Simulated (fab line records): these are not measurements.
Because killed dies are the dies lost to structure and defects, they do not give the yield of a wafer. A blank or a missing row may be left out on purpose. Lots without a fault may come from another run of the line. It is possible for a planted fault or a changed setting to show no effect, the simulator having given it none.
What tool caused it? | flow sky130 | 11 lots, 33 wafers sampled, at 1 step of a route of 708

WHAT EACH GAUGE READ, for each wafer
SKY_METAL3_OVL_MEAS_14. Usual: METAL3_OVL 1 nm, standard deviation 5.9.
lot  | measured     | on         | METAL3_OVL (nm) | flag
L614 | day 38 05:09 | overlay-02 | 1 0 3           |
L617 | day 40 03:16 | overlay-01 | 6 11 1          |
L616 | day 40 06:45 | overlay-02 | -2 8 5          |
L625 | day 42 01:02 | overlay-01 | -10 -8 -12      |
L626 | day 42 11:10 | overlay-02 | 9 -3 4          |
L628 | day 42 15:33 | overlay-01 | 6 7 11          |
L632 | day 44 00:28 | overlay-01 | -7 -9 -2        |
L635 | day 44 10:48 | overlay-02 | 2 0 2           |
L634 | day 44 13:16 | overlay-02 | 8 6 8           |
L636 | day 44 15:47 | overlay-01 | 0 2 -7          |
L637 | day 44 19:48 | overlay-02 | 5 8 5           |

WHICH TOOL RAN EACH LOT (tool, then ch and the chambers of the sampled wafers, then the start)
No process step before these readings appears in the record.

WHAT THE TOOLS THEMSELVES READ (means of the sampled wafers that have a number; where no wafer has one, the mark that the record gives instead)
The record holds no such reading with a usual standard deviation.

THE ANSWER, worked out from the rows above alone
Rule: a lot is off if the mean of its wafers that have a number lies more than 3 standard deviations from the usual mean. A lot without any number at a reading at which 4 lots or more have one is off too. The other lots that the step has rows for count as sound. The gauges are gone through in route order, then the tools' own readings, and for those a lot's mean is taken as printed above. The first step at which some lot is off is used, and at that step the reading that is off furthest; a lot without a number counts as furthest.
No lot is off at any reading shown: from this, nothing can be told.

WHAT THE SIMULATOR PUT IN
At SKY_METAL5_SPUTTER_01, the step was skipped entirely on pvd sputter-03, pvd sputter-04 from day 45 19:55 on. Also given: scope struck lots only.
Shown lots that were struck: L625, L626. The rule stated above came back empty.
